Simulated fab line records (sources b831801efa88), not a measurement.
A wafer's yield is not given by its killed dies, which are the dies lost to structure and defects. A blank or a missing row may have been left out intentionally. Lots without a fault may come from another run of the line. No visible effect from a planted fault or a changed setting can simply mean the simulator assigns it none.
fab line records / flow sky130
record: lots: 14 wafers: 42 lastDay: 49
route steps=708 shown NWELL@34 VT_ADJUST_HVTP@89 VT_ADJUST_LVTN@115 VT_ADJUST_HVTR@142
lots with no fault: from the same line, run without faults
startH: hours from the record's first day to the start of the lot's first wafer shown / waitH: hours from the lot's prior step to this one / " repeats the value in the row above / L1.1+2: a single row standing in for several wafers / - no value present, or no start provided / * or withheld: withheld / < > ~ a bound
route shown NAME@n: names a module that has steps shown in the file, with the first one's number in the route / usual: the fault-free wafers' mean and standard deviation / same: alike in all rows / chamber/n: place in a boat / sites: readings site by site / _std_site: how widely they spread, as a standard deviation / _edge_site: inner sites' mean taken away from outer sites' mean / radiusMm: how far each site lies from the wafer's centre / mask NAME#n: copy n / behind: the most recent tool/chamber to have shaped the wafer / hold: what put the lot on hold/how long, in hours/how the hold closed / device: names the non-switching transistor (n, p or np) / end of line: tests of these same wafers at the route's end / a step with no rows: only its recipe / killed: dies that structure and defects cost at the first sort, which is not the same as the wafer's yield / map: a wafer's dies, x killed, . not, _ none there
set.NAME: the setting that was run; set.NAME@STEP: the one run at that earlier step / model.NAME: the simulator's own value behind a step, which no gauge read
steps of the route over a sample of lots; a table a step, a row a wafer
services: from which hour (startH, from the record's first day; less than 0 if before it) a tool's chamber was out of use, for how many hours, and why
== steps ==
step: SKY_NWELL_THK_MEAS_02
recipe: reads: SiO2_of_NWELL_OXIDATION_01
usual: NWELL_OXIDATION_THK: 9.97/0.2
lot.wafer=L941.1 tool=filmMetro-01 chamber=- startH=38.96 waitH=0.0 NWELL_OXIDATION_THK[nm]=9.41
lot.wafer=L941.3 tool=filmMetro-01 chamber=- startH=38.96 waitH=0.0 NWELL_OXIDATION_THK[nm]=9.61
lot.wafer=L941.4 tool=filmMetro-01 chamber=- startH=38.96 waitH=0.0 NWELL_OXIDATION_THK[nm]=9.54
lot.wafer=L942.4 tool=filmMetro-01 chamber=- startH=39.93 waitH=0.0 NWELL_OXIDATION_THK[nm]=10.16
lot.wafer=L942.5 tool=filmMetro-01 chamber=- startH=39.93 waitH=0.0 NWELL_OXIDATION_THK[nm]=10.21
lot.wafer=L942.6 tool=filmMetro-01 chamber=- startH=39.93 waitH=0.0 NWELL_OXIDATION_THK[nm]=10.25
lot.wafer=L943.3 tool=filmMetro-04 chamber=- startH=45.08 waitH=0.0 NWELL_OXIDATION_THK[nm]=9.72
lot.wafer=L943.5 tool=filmMetro-04 chamber=- startH=45.08 waitH=0.0 NWELL_OXIDATION_THK[nm]=9.85
lot.wafer=L943.6 tool=filmMetro-04 chamber=- startH=45.08 waitH=0.0 NWELL_OXIDATION_THK[nm]=9.55
lot.wafer=L944.1 tool=filmMetro-01 chamber=- startH=51.30 waitH=0.0 NWELL_OXIDATION_THK[nm]=9.94
lot.wafer=L944.3 tool=filmMetro-01 chamber=- startH=51.30 waitH=0.0 NWELL_OXIDATION_THK[nm]=9.94
lot.wafer=L944.4 tool=filmMetro-01 chamber=- startH=51.30 waitH=0.0 NWELL_OXIDATION_THK[nm]=10.06
lot.wafer=L945.2 tool=filmMetro-02 chamber=- startH=56.93 waitH=0.0 NWELL_OXIDATION_THK[nm]=9.72
lot.wafer=L945.3 tool=filmMetro-02 chamber=- startH=56.93 waitH=0.0 NWELL_OXIDATION_THK[nm]=10.00
lot.wafer=L945.4 tool=filmMetro-02 chamber=- startH=56.93 waitH=0.0 NWELL_OXIDATION_THK[nm]=9.83
lot.wafer=L946.3 tool=filmMetro-04 chamber=- startH=63.05 waitH=0.0 NWELL_OXIDATION_THK[nm]=9.72
lot.wafer=L946.4 tool=filmMetro-04 chamber=- startH=63.05 waitH=0.0 NWELL_OXIDATION_THK[nm]=9.82
lot.wafer=L946.6 tool=filmMetro-04 chamber=- startH=63.05 waitH=0.0 NWELL_OXIDATION_THK[nm]=9.91
lot.wafer=L947.1 tool=filmMetro-04 chamber=- startH=68.61 waitH=0.0 NWELL_OXIDATION_THK[nm]=9.90
lot.wafer=L947.3 tool=filmMetro-04 chamber=- startH=68.61 waitH=0.0 NWELL_OXIDATION_THK[nm]=9.96
lot.wafer=L947.6 tool=filmMetro-04 chamber=- startH=68.61 waitH=0.0 NWELL_OXIDATION_THK[nm]=9.98
lot.wafer=L948.3 tool=filmMetro-01 chamber=- startH=77.15 waitH=0.0 NWELL_OXIDATION_THK[nm]=9.55
lot.wafer=L948.4 tool=filmMetro-01 chamber=- startH=77.15 waitH=0.0 NWELL_OXIDATION_THK[nm]=9.85
lot.wafer=L948.6 tool=filmMetro-01 chamber=- startH=77.15 waitH=0.0 NWELL_OXIDATION_THK[nm]=9.65
lot.wafer=L949.4 tool=filmMetro-02 chamber=- startH=80.08 waitH=0.0 NWELL_OXIDATION_THK[nm]=10.27
lot.wafer=L949.5 tool=filmMetro-02 chamber=- startH=80.08 waitH=0.0 NWELL_OXIDATION_THK[nm]=10.37
lot.wafer=L949.6 tool=filmMetro-02 chamber=- startH=80.08 waitH=0.0 NWELL_OXIDATION_THK[nm]=10.24
lot.wafer=L952.1 tool=filmMetro-04 chamber=- startH=92.51 waitH=0.0 NWELL_OXIDATION_THK[nm]=9.88
lot.wafer=L952.4 tool=filmMetro-04 chamber=- startH=92.51 waitH=0.0 NWELL_OXIDATION_THK[nm]=9.84
lot.wafer=L952.6 tool=filmMetro-04 chamber=- startH=92.51 waitH=0.0 NWELL_OXIDATION_THK[nm]=9.61
lot.wafer=L953.3 tool=filmMetro-04 chamber=- startH=98.79 waitH=0.0 NWELL_OXIDATION_THK[nm]=10.00
lot.wafer=L953.4 tool=filmMetro-04 chamber=- startH=98.79 waitH=0.0 NWELL_OXIDATION_THK[nm]=9.89
lot.wafer=L953.6 tool=filmMetro-04 chamber=- startH=98.79 waitH=0.0 NWELL_OXIDATION_THK[nm]=10.07
lot.wafer=L955.2 tool=filmMetro-04 chamber=- startH=112.38 waitH=0.0 NWELL_OXIDATION_THK[nm]=10.34
lot.wafer=L955.4 tool=filmMetro-04 chamber=- startH=112.38 waitH=0.0 NWELL_OXIDATION_THK[nm]=10.19
lot.wafer=L955.6 tool=filmMetro-04 chamber=- startH=112.38 waitH=0.0 NWELL_OXIDATION_THK[nm]=10.27
lot.wafer=L956.2 tool=filmMetro-04 chamber=- startH=115.28 waitH=0.0 NWELL_OXIDATION_THK[nm]=10.20
lot.wafer=L956.3 tool=filmMetro-04 chamber=- startH=115.28 waitH=0.0 NWELL_OXIDATION_THK[nm]=10.29
lot.wafer=L956.5 tool=filmMetro-04 chamber=- startH=115.28 waitH=0.0 NWELL_OXIDATION_THK[nm]=10.07
lot.wafer=L957.3 tool=filmMetro-01 chamber=- startH=121.07 waitH=0.0 NWELL_OXIDATION_THK[nm]=10.01
lot.wafer=L957.5 tool=filmMetro-01 chamber=- startH=121.07 waitH=0.0 NWELL_OXIDATION_THK[nm]=10.18
lot.wafer=L957.6 tool=filmMetro-01 chamber=- startH=121.07 waitH=0.0 NWELL_OXIDATION_THK[nm]=9.96
step: SKY_VT_ADJUST_HVTP_EXPOSE_04
recipe: maskId: HVTPM na: 0.6 sourceShape: conventional sigmaOuter: 0.6 polarization: unpolarized targetCdNm: 380 doseMj: 140
usual: exposureDoseMJCm2: 139.77/0.18
same: na: 0.6
lot.wafer=L941.1 tool=ilineStepper-01 chamber=0 startH=113.39 waitH=- mask=HVTPM#0 exposureDoseMJCm2=139.57
lot.wafer=L941.3 tool=ilineStepper-01 chamber=0 startH=113.39 waitH=- mask=HVTPM#0 exposureDoseMJCm2=139.50
lot.wafer=L941.4 tool=ilineStepper-01 chamber=0 startH=113.39 waitH=- mask=HVTPM#0 exposureDoseMJCm2=139.47
lot.wafer=L942.4 tool=ilineStepper-01 chamber=0 startH=114.80 waitH=- mask=HVTPM#0 exposureDoseMJCm2=139.83
lot.wafer=L942.5 tool=ilineStepper-01 chamber=0 startH=114.80 waitH=- mask=HVTPM#0 exposureDoseMJCm2=139.80
lot.wafer=L942.6 tool=ilineStepper-01 chamber=0 startH=114.80 waitH=- mask=HVTPM#0 exposureDoseMJCm2=139.54
lot.wafer=L943.3 tool=ilineStepper-02 chamber=0 startH=125.76 waitH=- mask=HVTPM#0 exposureDoseMJCm2=139.83
lot.wafer=L943.5 tool=ilineStepper-02 chamber=0 startH=125.76 waitH=- mask=HVTPM#0 exposureDoseMJCm2=139.67
lot.wafer=L943.6 tool=ilineStepper-02 chamber=0 startH=125.76 waitH=- mask=HVTPM#0 exposureDoseMJCm2=139.96
lot.wafer=L944.1 tool=ilineStepper-01 chamber=0 startH=129.20 waitH=- mask=HVTPM#0 exposureDoseMJCm2=139.53
lot.wafer=L944.3 tool=ilineStepper-01 chamber=0 startH=129.20 waitH=- mask=HVTPM#0 exposureDoseMJCm2=139.84
lot.wafer=L944.4 tool=ilineStepper-01 chamber=0 startH=129.20 waitH=- mask=HVTPM#0 exposureDoseMJCm2=139.74
lot.wafer=L945.2 tool=ilineStepper-01 chamber=0 startH=136.28 waitH=- mask=HVTPM#0 exposureDoseMJCm2=139.73
lot.wafer=L945.3 tool=ilineStepper-01 chamber=0 startH=136.28 waitH=- mask=HVTPM#0 exposureDoseMJCm2=139.67
lot.wafer=L945.4 tool=ilineStepper-01 chamber=0 startH=136.28 waitH=- mask=HVTPM#0 exposureDoseMJCm2=139.80
lot.wafer=L946.3 tool=ilineStepper-01 chamber=0 startH=145.20 waitH=- mask=HVTPM#0 exposureDoseMJCm2=139.69
lot.wafer=L946.4 tool=ilineStepper-01 chamber=0 startH=145.20 waitH=- mask=HVTPM#0 exposureDoseMJCm2=139.83
lot.wafer=L946.6 tool=ilineStepper-01 chamber=0 startH=145.20 waitH=- mask=HVTPM#0 exposureDoseMJCm2=139.78
lot.wafer=L947.1 tool=ilineStepper-02 chamber=0 startH=149.44 waitH=- mask=HVTPM#0 exposureDoseMJCm2=139.96
lot.wafer=L947.3 tool=ilineStepper-02 chamber=0 startH=149.44 waitH=- mask=HVTPM#0 exposureDoseMJCm2=140.20
lot.wafer=L947.6 tool=ilineStepper-02 chamber=0 startH=149.44 waitH=- mask=HVTPM#0 exposureDoseMJCm2=140.07
lot.wafer=L948.3 tool=ilineStepper-02 chamber=0 startH=159.01 waitH=- mask=HVTPM#0 exposureDoseMJCm2=140.00
lot.wafer=L948.4 tool=ilineStepper-02 chamber=0 startH=159.01 waitH=- mask=HVTPM#0 exposureDoseMJCm2=140.02
lot.wafer=L948.6 tool=ilineStepper-02 chamber=0 startH=159.01 waitH=- mask=HVTPM#0 exposureDoseMJCm2=139.94
lot.wafer=L949.4 tool=ilineStepper-01 chamber=0 startH=162.94 waitH=- mask=HVTPM#0 exposureDoseMJCm2=139.74
lot.wafer=L949.5 tool=ilineStepper-01 chamber=0 startH=162.94 waitH=- mask=HVTPM#0 exposureDoseMJCm2=139.70
lot.wafer=L949.6 tool=ilineStepper-01 chamber=0 startH=162.94 waitH=- mask=HVTPM#0 exposureDoseMJCm2=139.78
lot.wafer=L952.1 tool=ilineStepper-01 chamber=0 startH=178.12 waitH=- mask=HVTPM#0 exposureDoseMJCm2=136.60
lot.wafer=L952.4 tool=ilineStepper-01 chamber=0 startH=178.12 waitH=- mask=HVTPM#0 exposureDoseMJCm2=136.63
lot.wafer=L952.6 tool=ilineStepper-01 chamber=0 startH=178.12 waitH=- mask=HVTPM#0 exposureDoseMJCm2=136.84
lot.wafer=L953.3 tool=ilineStepper-01 chamber=0 startH=186.30 waitH=- mask=HVTPM#0 exposureDoseMJCm2=136.75
lot.wafer=L953.4 tool=ilineStepper-01 chamber=0 startH=186.30 waitH=- mask=HVTPM#0 exposureDoseMJCm2=137.04
lot.wafer=L953.6 tool=ilineStepper-01 chamber=0 startH=186.30 waitH=- mask=HVTPM#0 exposureDoseMJCm2=136.84
lot.wafer=L955.2 tool=ilineStepper-01 chamber=0 startH=203.06 waitH=- mask=HVTPM#0 exposureDoseMJCm2=137.93
lot.wafer=L955.4 tool=ilineStepper-01 chamber=0 startH=203.06 waitH=- mask=HVTPM#0 exposureDoseMJCm2=137.93
lot.wafer=L955.6 tool=ilineStepper-01 chamber=0 startH=203.06 waitH=- mask=HVTPM#0 exposureDoseMJCm2=138.11
lot.wafer=L956.2 tool=ilineStepper-01 chamber=0 startH=205.28 waitH=- mask=HVTPM#0 exposureDoseMJCm2=137.62
lot.wafer=L956.3 tool=ilineStepper-01 chamber=0 startH=205.28 waitH=- mask=HVTPM#0 exposureDoseMJCm2=137.79
lot.wafer=L956.5 tool=ilineStepper-01 chamber=0 startH=205.28 waitH=- mask=HVTPM#0 exposureDoseMJCm2=137.87
lot.wafer=L957.3 tool=ilineStepper-02 chamber=0 startH=213.28 waitH=- mask=HVTPM#0 exposureDoseMJCm2=140.00
lot.wafer=L957.5 tool=ilineStepper-02 chamber=0 startH=213.28 waitH=- mask=HVTPM#0 exposureDoseMJCm2=139.94
lot.wafer=L957.6 tool=ilineStepper-02 chamber=0 startH=213.28 waitH=- mask=HVTPM#0 exposureDoseMJCm2=139.94
step: SKY_VT_ADJUST_LVTN_OVL_MEAS_18
usual: VT_ADJUST_LVTN_01_OVL: -1.0/1.5
lot.wafer=L941.1 tool=overlay-01 chamber=- startH=160.61 waitH=0.1 VT_ADJUST_LVTN_01_OVL[nm]=-2.7
lot.wafer=L941.3 tool=overlay-01 chamber=- startH=160.61 waitH=0.1 VT_ADJUST_LVTN_01_OVL[nm]=-0.3
lot.wafer=L941.4 tool=overlay-01 chamber=- startH=160.61 waitH=0.1 VT_ADJUST_LVTN_01_OVL[nm]=-0.3
lot.wafer=L942.4 tool=overlay-02 chamber=- startH=161.59 waitH=0.1 VT_ADJUST_LVTN_01_OVL[nm]=-1.5
lot.wafer=L942.5 tool=overlay-02 chamber=- startH=161.59 waitH=0.1 VT_ADJUST_LVTN_01_OVL[nm]=-2.5
lot.wafer=L942.6 tool=overlay-02 chamber=- startH=161.59 waitH=0.1 VT_ADJUST_LVTN_01_OVL[nm]=-0.3
lot.wafer=L943.3 tool=overlay-01 chamber=- startH=173.88 waitH=0.1 VT_ADJUST_LVTN_01_OVL[nm]=-2.6
lot.wafer=L943.5 tool=overlay-01 chamber=- startH=173.88 waitH=0.1 VT_ADJUST_LVTN_01_OVL[nm]=-3.6
lot.wafer=L943.6 tool=overlay-01 chamber=- startH=173.88 waitH=0.1 VT_ADJUST_LVTN_01_OVL[nm]=-2.6
lot.wafer=L944.1 tool=overlay-01 chamber=- startH=177.17 waitH=0.1 VT_ADJUST_LVTN_01_OVL[nm]=-0.8
lot.wafer=L944.3 tool=overlay-01 chamber=- startH=177.17 waitH=0.1 VT_ADJUST_LVTN_01_OVL[nm]=-0.9
lot.wafer=L944.4 tool=overlay-01 chamber=- startH=177.17 waitH=0.1 VT_ADJUST_LVTN_01_OVL[nm]=0.2
lot.wafer=L945.2 tool=overlay-02 chamber=- startH=185.37 waitH=0.1 VT_ADJUST_LVTN_01_OVL[nm]=0.2
lot.wafer=L945.3 tool=overlay-02 chamber=- startH=185.37 waitH=0.1 VT_ADJUST_LVTN_01_OVL[nm]=0.1
lot.wafer=L945.4 tool=overlay-02 chamber=- startH=185.37 waitH=0.1 VT_ADJUST_LVTN_01_OVL[nm]=0.4
lot.wafer=L946.3 tool=overlay-01 chamber=- startH=194.79 waitH=0.1 VT_ADJUST_LVTN_01_OVL[nm]=-1.5
lot.wafer=L946.4 tool=overlay-01 chamber=- startH=194.79 waitH=0.1 VT_ADJUST_LVTN_01_OVL[nm]=-1.0
lot.wafer=L946.6 tool=overlay-01 chamber=- startH=194.79 waitH=0.1 VT_ADJUST_LVTN_01_OVL[nm]=-1.0
lot.wafer=L947.1 tool=overlay-01 chamber=- startH=200.07 waitH=0.1 VT_ADJUST_LVTN_01_OVL[nm]=-3.3
lot.wafer=L947.3 tool=overlay-01 chamber=- startH=200.07 waitH=0.1 VT_ADJUST_LVTN_01_OVL[nm]=-1.3
lot.wafer=L947.6 tool=overlay-01 chamber=- startH=200.07 waitH=0.1 VT_ADJUST_LVTN_01_OVL[nm]=-3.0
lot.wafer=L948.3 tool=overlay-02 chamber=- startH=210.48 waitH=0.1 VT_ADJUST_LVTN_01_OVL[nm]=-0.3
lot.wafer=L948.4 tool=overlay-02 chamber=- startH=210.48 waitH=0.1 VT_ADJUST_LVTN_01_OVL[nm]=-1.2
lot.wafer=L948.6 tool=overlay-02 chamber=- startH=210.48 waitH=0.1 VT_ADJUST_LVTN_01_OVL[nm]=-2.0
lot.wafer=L949.4 tool=overlay-01 chamber=- startH=216.88 waitH=0.1 VT_ADJUST_LVTN_01_OVL[nm]=-2.5
lot.wafer=L949.5 tool=overlay-01 chamber=- startH=216.88 waitH=0.1 VT_ADJUST_LVTN_01_OVL[nm]=-2.2
lot.wafer=L949.6 tool=overlay-01 chamber=- startH=216.88 waitH=0.1 VT_ADJUST_LVTN_01_OVL[nm]=-4.0
lot.wafer=L952.1 tool=overlay-01 chamber=- startH=233.23 waitH=0.1 VT_ADJUST_LVTN_01_OVL[nm]=-0.2
lot.wafer=L952.4 tool=overlay-01 chamber=- startH=233.23 waitH=0.1 VT_ADJUST_LVTN_01_OVL[nm]=-1.7
lot.wafer=L952.6 tool=overlay-01 chamber=- startH=233.23 waitH=0.1 VT_ADJUST_LVTN_01_OVL[nm]=0.7
lot.wafer=L953.3 tool=overlay-01 chamber=- startH=243.14 waitH=0.1 VT_ADJUST_LVTN_01_OVL[nm]=-1.1
lot.wafer=L953.4 tool=overlay-01 chamber=- startH=243.14 waitH=0.1 VT_ADJUST_LVTN_01_OVL[nm]=-2.2
lot.wafer=L953.6 tool=overlay-01 chamber=- startH=243.14 waitH=0.1 VT_ADJUST_LVTN_01_OVL[nm]=-2.4
lot.wafer=L955.2 tool=overlay-02 chamber=- startH=260.48 waitH=0.1 VT_ADJUST_LVTN_01_OVL[nm]=1.6
lot.wafer=L955.4 tool=overlay-02 chamber=- startH=260.48 waitH=0.1 VT_ADJUST_LVTN_01_OVL[nm]=-1.6
lot.wafer=L955.6 tool=overlay-02 chamber=- startH=260.48 waitH=0.1 VT_ADJUST_LVTN_01_OVL[nm]=1.0
lot.wafer=L956.2 tool=overlay-01 chamber=- startH=263.68 waitH=0.1 VT_ADJUST_LVTN_01_OVL[nm]=2.5
lot.wafer=L956.3 tool=overlay-01 chamber=- startH=263.68 waitH=0.1 VT_ADJUST_LVTN_01_OVL[nm]=1.4
lot.wafer=L956.5 tool=overlay-01 chamber=- startH=263.68 waitH=0.1 VT_ADJUST_LVTN_01_OVL[nm]=0.1
lot.wafer=L957.3 tool=overlay-02 chamber=- startH=272.42 waitH=0.1 VT_ADJUST_LVTN_01_OVL[nm]=2.0
lot.wafer=L957.5 tool=overlay-02 chamber=- startH=272.42 waitH=0.1 VT_ADJUST_LVTN_01_OVL[nm]=-1.4
lot.wafer=L957.6 tool=overlay-02 chamber=- startH=272.42 waitH=0.1 VT_ADJUST_LVTN_01_OVL[nm]=0.7
step: SKY_VT_ADJUST_HVTR_TW_MEAS_11
usual: VT_ADJUST_HVTR_TW: 213.4/2.4
lot.wafer=L941.1 tool=filmMetro-04 chamber=- startH=202.75 waitH=0.1 VT_ADJUST_HVTR_TW=216.7
lot.wafer=L941.3 tool=filmMetro-04 chamber=- startH=202.75 waitH=0.1 VT_ADJUST_HVTR_TW=216.3
lot.wafer=L941.4 tool=filmMetro-04 chamber=- startH=202.75 waitH=0.1 VT_ADJUST_HVTR_TW=215.7
lot.wafer=L942.4 tool=filmMetro-01 chamber=- startH=203.51 waitH=0.1 VT_ADJUST_HVTR_TW=212.1
lot.wafer=L942.5 tool=filmMetro-01 chamber=- startH=203.51 waitH=0.1 VT_ADJUST_HVTR_TW=213.2
lot.wafer=L942.6 tool=filmMetro-01 chamber=- startH=203.51 waitH=0.1 VT_ADJUST_HVTR_TW=212.5
lot.wafer=L943.3 tool=filmMetro-01 chamber=- startH=217.70 waitH=0.1 VT_ADJUST_HVTR_TW=212.7
lot.wafer=L943.5 tool=filmMetro-01 chamber=- startH=217.70 waitH=0.1 VT_ADJUST_HVTR_TW=212.7
lot.wafer=L943.6 tool=filmMetro-01 chamber=- startH=217.70 waitH=0.1 VT_ADJUST_HVTR_TW=212.3
lot.wafer=L944.1 tool=filmMetro-02 chamber=- startH=221.10 waitH=0.1 VT_ADJUST_HVTR_TW=211.2
lot.wafer=L944.3 tool=filmMetro-02 chamber=- startH=221.10 waitH=0.1 VT_ADJUST_HVTR_TW=210.4
lot.wafer=L944.4 tool=filmMetro-02 chamber=- startH=221.10 waitH=0.1 VT_ADJUST_HVTR_TW=210.3
lot.wafer=L945.2 tool=filmMetro-01 chamber=- startH=229.54 waitH=0.1 VT_ADJUST_HVTR_TW=213.1
lot.wafer=L945.3 tool=filmMetro-01 chamber=- startH=229.54 waitH=0.1 VT_ADJUST_HVTR_TW=212.5
lot.wafer=L945.4 tool=filmMetro-01 chamber=- startH=229.54 waitH=0.1 VT_ADJUST_HVTR_TW=213.5
lot.wafer=L946.3 tool=filmMetro-01 chamber=- startH=240.78 waitH=0.1 VT_ADJUST_HVTR_TW=211.6
lot.wafer=L946.4 tool=filmMetro-01 chamber=- startH=240.78 waitH=0.1 VT_ADJUST_HVTR_TW=212.1
lot.wafer=L946.6 tool=filmMetro-01 chamber=- startH=240.78 waitH=0.1 VT_ADJUST_HVTR_TW=210.5
lot.wafer=L947.1 tool=filmMetro-04 chamber=- startH=246.48 waitH=0.1 VT_ADJUST_HVTR_TW=217.5
lot.wafer=L947.3 tool=filmMetro-04 chamber=- startH=246.48 waitH=0.1 VT_ADJUST_HVTR_TW=217.1
lot.wafer=L947.6 tool=filmMetro-04 chamber=- startH=246.48 waitH=0.1 VT_ADJUST_HVTR_TW=217.4
lot.wafer=L948.3 tool=filmMetro-04 chamber=- startH=257.00 waitH=0.1 VT_ADJUST_HVTR_TW=216.1
lot.wafer=L948.4 tool=filmMetro-04 chamber=- startH=257.00 waitH=0.1 VT_ADJUST_HVTR_TW=217.8
lot.wafer=L948.6 tool=filmMetro-04 chamber=- startH=257.00 waitH=0.1 VT_ADJUST_HVTR_TW=216.9
lot.wafer=L949.4 tool=filmMetro-01 chamber=- startH=264.08 waitH=0.1 VT_ADJUST_HVTR_TW=211.7
lot.wafer=L949.5 tool=filmMetro-01 chamber=- startH=264.08 waitH=0.1 VT_ADJUST_HVTR_TW=213.0
lot.wafer=L949.6 tool=filmMetro-01 chamber=- startH=264.08 waitH=0.1 VT_ADJUST_HVTR_TW=212.9
lot.wafer=L952.1 tool=filmMetro-04 chamber=- startH=281.05 waitH=0.1 VT_ADJUST_HVTR_TW=217.9
lot.wafer=L952.4 tool=filmMetro-04 chamber=- startH=281.05 waitH=0.1 VT_ADJUST_HVTR_TW=217.8
lot.wafer=L952.6 tool=filmMetro-04 chamber=- startH=281.05 waitH=0.1 VT_ADJUST_HVTR_TW=217.3
lot.wafer=L953.3 tool=filmMetro-02 chamber=- startH=292.55 waitH=0.1 VT_ADJUST_HVTR_TW=210.4
lot.wafer=L953.4 tool=filmMetro-02 chamber=- startH=292.55 waitH=0.1 VT_ADJUST_HVTR_TW=210.0
lot.wafer=L953.6 tool=filmMetro-02 chamber=- startH=292.55 waitH=0.1 VT_ADJUST_HVTR_TW=209.4
lot.wafer=L955.2 tool=filmMetro-04 chamber=- startH=311.74 waitH=0.1 VT_ADJUST_HVTR_TW=218.2
lot.wafer=L955.4 tool=filmMetro-04 chamber=- startH=311.74 waitH=0.1 VT_ADJUST_HVTR_TW=217.7
lot.wafer=L955.6 tool=filmMetro-04 chamber=- startH=311.74 waitH=0.1 VT_ADJUST_HVTR_TW=216.8
lot.wafer=L956.2 tool=filmMetro-01 chamber=- startH=313.96 waitH=0.1 VT_ADJUST_HVTR_TW=212.6
lot.wafer=L956.3 tool=filmMetro-01 chamber=- startH=313.96 waitH=0.1 VT_ADJUST_HVTR_TW=212.3
lot.wafer=L956.5 tool=filmMetro-01 chamber=- startH=313.96 waitH=0.1 VT_ADJUST_HVTR_TW=212.4
lot.wafer=L957.3 tool=filmMetro-01 chamber=- startH=324.35 waitH=0.1 VT_ADJUST_HVTR_TW=213.3
lot.wafer=L957.5 tool=filmMetro-01 chamber=- startH=324.35 waitH=0.1 VT_ADJUST_HVTR_TW=212.4
lot.wafer=L957.6 tool=filmMetro-01 chamber=- startH=324.35 waitH=0.1 VT_ADJUST_HVTR_TW=212.4
== services ==
tool=ilineStepper-02 chamber=- startH=111.80 hours=4.6 kind=repair
tool=ilineStepper-02 chamber=- startH=173.69 hours=1.7 kind=pm
== key ==
firstSign: step: SKY_VT_ADJUST_HVTP_EXPOSE_04 reading: exposureDoseMJCm2 direction: down sigmas: 14 usual: * struck: *
effect none on later readings
metAt SKY_VT_ADJUST_HVTP_EXPOSE_04
struckLots L952,L953,L955,L956
testerLeftOut L952,L953,L955,L956
loopTrim: step: SKY_VT_ADJUST_HVTP_EXPOSE_04 setting: dose lots: L955,L956
notActingAt SKY_NWELL_THK_MEAS_02,SKY_VT_ADJUST_LVTN_OVL_MEAS_18,SKY_VT_ADJUST_HVTR_TW_MEAS_11
onsetBetween 162.94 178.12
fault: kind: processParameterDrift tool: ilineStepper-01 chamber: - onsetH: 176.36 steps: SKY_VT_ADJUST_HVTP_EXPOSE_04 channel: doseMj offset: -2.8982 shape: step actsIn: theseRecipesOnly stated: 140
testerLeftOut: of these lots the tester's yield and bins aren't shown, on N5 and GAA mostly nor the transistor test; their killed dies are dies lost to structure and defects alone, not to doping, threshold or leakage, so they don't give the yield
loopTrim: a control loop set the setting to another value than it would have without faults
